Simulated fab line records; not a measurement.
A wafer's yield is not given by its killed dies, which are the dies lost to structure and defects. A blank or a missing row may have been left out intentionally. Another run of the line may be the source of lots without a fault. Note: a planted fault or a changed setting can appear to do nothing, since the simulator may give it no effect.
A struck lot beside a sound one | flow sky130 | 43 steps out of a route of 708
Sound: the wafers L872.1, L872.3, L872.5. Wafers struck: L885.1, L885.3, L885.4. Last of all comes the cause.
Per side, at each step with rows, come the tool, then ch with its chambers, and then its first start. Under that, the readings that differ: sound wafers | struck wafers | difference of the means | sigmas: that difference in standard deviations of wafers without a fault.
alike: readings with means less than 2 such deviations apart, plus words and numbers identical on both sides. not compared: withheld readings, readings lacking a value on some wafer, bounds such as >300 that could conceal the same value, and numbers that have no deviation in the record and whose values overlap.
Wherever a step has rows on one side only, a row that says differs or no value, or a row with sigmas, the two part there. Numbers that don't overlap but have no deviation are shown without sigmas and don't part them. A reading that every wafer of one side lacks parts them only if that side has two wafers or more.

first, 1 step without rows for these wafers: SKY_VT_ADJUST_PCH_IMPLANT_08.
SKY_VT_ADJUST_PCH_STRIP_09: strips in O2/N2.
  sound on plasma-asher-04 ch 0,1, day 12 18:47; struck on plasma-asher-01 ch 0,1, day 16 17:17
  alike: drypump-motor-current-A, n2-flow-sccm, oes-product-au, strip-time-to-endpoint-s
  not compared: rf-hours-counter-h
SKY_VT_ADJUST_PCH_TW_MEAS_10:
  sound on film-metro-04, day 12 18:53; struck on film-metro-01, day 16 17:23
  alike: VT_ADJUST_PCH_TW
then, 7 steps without rows for these wafers: SKY_SONOS_TUNNEL_DEHYDRATE_00 (time 60 s); SKY_SONOS_TUNNEL_HMDS_01 (prime time 60 s); SKY_SONOS_TUNNEL_COAT_02 (resist thk 1140 nm); SKY_SONOS_TUNNEL_SOFTBAKE_03 (time 60 s); SKY_SONOS_TUNNEL_EXPOSE_04 (exposes mask TUNM, target cd 410 nm); SKY_SONOS_TUNNEL_PEB_05; SKY_SONOS_TUNNEL_DEVELOP_06 (develop time 60 s).
SKY_SONOS_TUNNEL_CD_MEAS_07 targets a cd of 410 nm.
  sound on cd-sem-02, day 13 19:48; struck on cd-sem-01, day 17 21:32
  reading    | sound             | struck            | difference | sigmas
  cd-nm (nm) | 409.7 407.4 408.2 | 412.3 413.8 413.5 | +4.8       | +3
SKY_SONOS_TUNNEL_OVL_MEAS_08:
  sound on overlay-01, day 13 19:55; struck on overlay-01, day 17 21:39
  alike: SONOS_TUNNEL_OVL
SKY_SONOS_TUNNEL_IMPLANT_09:
  sound on implanter-02 ch 0, day 13 19:58; struck on implanter-02 ch 0, day 17 21:41
then, 2 steps without rows for these wafers: SKY_SONOS_TUNNEL_WET_ETCH_10 (etches SiO2 in dHF, target depth 14 nm, time 280 s); SKY_SONOS_TUNNEL_STRIP_11 (strips in SPM, time 600 s).
SKY_SONOS_TUNNEL_TW_MEAS_12:
  sound on film-metro-01, day 13 20:22; struck on film-metro-01, day 17 22:06
  reading         | sound             | struck            | difference | sigmas
  SONOS_TUNNEL_TW | 198.5 198.7 199.2 | 195.5 195.5 194.3 | -3.7       | -2
then, 2 steps without rows for these wafers: SKY_SONOS_TUNNEL_CLEAN_13 (cleans in dHF, time 20 s); SKY_SONOS_ONO_OXIDATION_00 (stabilise 600 s, purge 300 s, target thk 2.6 nm).
SKY_SONOS_ONO_THK_MEAS_01:
  sound on film-metro-03, day 13 21:47; struck on film-metro-04, day 18 00:34
  alike: SONOS_ONO_OXIDATION_THK
then, 1 step without rows for these wafers: SKY_SONOS_ONO_CVD_02 (deposits Si3N4 from DCS/NH3, target thk 10.5 nm, time 180 s).
SKY_SONOS_ONO_THK_MEAS_03:
  sound on film-metro-04, day 14 05:39; struck on film-metro-04, day 18 04:01
  alike: SONOS_ONO_CVD_02_THK
then, 1 step without rows for these wafers: SKY_SONOS_ONO_CVD_04 (deposits SiO2 from SiH4/N2O, target thk 5.7199 nm).
SKY_SONOS_ONO_THK_MEAS_05:
  sound on film-metro-02, day 14 06:58; struck on film-metro-02, day 18 05:20
  alike: SONOS_ONO_CVD_04_THK
then, 7 steps without rows for these wafers: SKY_SONOS_ONO_DEHYDRATE_06 (time 60 s); SKY_SONOS_ONO_HMDS_07 (prime time 60 s); SKY_SONOS_ONO_COAT_08 (resist thk 1140 nm); SKY_SONOS_ONO_SOFTBAKE_09 (time 60 s); SKY_SONOS_ONO_EXPOSE_10 (exposes mask ONOM, target cd 410 nm); SKY_SONOS_ONO_PEB_11; SKY_SONOS_ONO_DEVELOP_12 (develop time 60 s).
SKY_SONOS_ONO_CD_MEAS_13 targets a cd of 410 nm.
  sound on cd-sem-02, day 15 09:43; struck on cd-sem-02, day 19 11:47
  alike: cd-nm
SKY_SONOS_ONO_OVL_MEAS_14:
  sound on overlay-01, day 15 09:50; struck on overlay-01, day 19 11:54
  alike: SONOS_ONO_OVL
SKY_SONOS_ONO_ETCH_15: etches the open film in CHF3/O2, target depth 19.52 nm, time 7.8 s.
  sound on rie-diel-04 ch 0,2, day 15 09:52; struck on rie-diel-02 ch 1,2,3, day 19 11:56
  alike: O2_flow_sccm, drypump-motor-current-A, oes-product-au, throttle-valve-pct
  not compared: rf-hours-counter-h
then, 1 step without rows for these wafers: SKY_SONOS_ONO_WET_ETCH_16 (etches SiO2 in dHF, target depth 14 nm, time 280 s).
SKY_SONOS_ONO_STRIP_17: strips in O2/N2.
  sound on plasma-asher-03 ch 0,1, day 15 09:59; struck on plasma-asher-03 ch 0,1, day 19 12:03
  alike: drypump-motor-current-A, n2-flow-sccm, oes-product-au, strip-time-to-endpoint-s
  not compared: rf-hours-counter-h
then, 3 steps without rows for these wafers: SKY_SONOS_ONO_WET_ETCH_18 (etches Si3N4 in H3PO4, target depth 15 nm, time 172 s); SKY_GATE_OXIDE_CLEAN_00 (cleans in SC1/SC2, time 150 s); SKY_GATE_OXIDE_OXIDATION_01 (stabilise 600 s, purge 300 s, target thk 10.268 nm).
SKY_GATE_OXIDE_THK_MEAS_02:
  sound on film-metro-04, day 15 12:02; struck on film-metro-04, day 19 13:40
  alike: GATE_OXIDE_OXIDATION_00_THK
then, 3 steps without rows for these wafers: SKY_GATE_OXIDE_DEHYDRATE_03 (time 60 s); SKY_GATE_OXIDE_HMDS_04 (prime time 60 s); SKY_GATE_OXIDE_COAT_05 (resist thk 1140 nm).
-- record jumps: 31 days separate the struck wafers' starts on either side; left off in module GATE_OXIDE, taken up again in module PAD_OPEN, whose first shown step is the route's number 708 --
SKY_PAD_OPEN_PROBE_99:
  sound on prober-01, day 47 22:17; struck on prober-02, day 50 13:01
  reading                               | sound            | struck            | difference | sigmas
  model.etest.tip-sonos.rs-ohm-sq-range | 25.8 42.36 58.79 | 89.11 105.4 59.99 | +42.52     |
  alike: killed_at_M0_to_M3, killed_at_M4_up, killed-at-contacts, killed-at-front-end, killed-at-other, killed-dies, killed-open, killed-short

WHERE THEY PART
At SKY_SONOS_TUNNEL_CD_MEAS_07 first; at SKY_SONOS_TUNNEL_TW_MEAS_12 last (within this record only). Later steps at which nothing parts them and some readings are alike: SKY_SONOS_ONO_THK_MEAS_01, SKY_SONOS_ONO_THK_MEAS_03, SKY_SONOS_ONO_THK_MEAS_05, SKY_SONOS_ONO_CD_MEAS_13, SKY_SONOS_ONO_OVL_MEAS_14, SKY_SONOS_ONO_ETCH_15, SKY_SONOS_ONO_STRIP_17, SKY_GATE_OXIDE_THK_MEAS_02, SKY_PAD_OPEN_PROBE_99.

WHY: what had been put in by the simulator
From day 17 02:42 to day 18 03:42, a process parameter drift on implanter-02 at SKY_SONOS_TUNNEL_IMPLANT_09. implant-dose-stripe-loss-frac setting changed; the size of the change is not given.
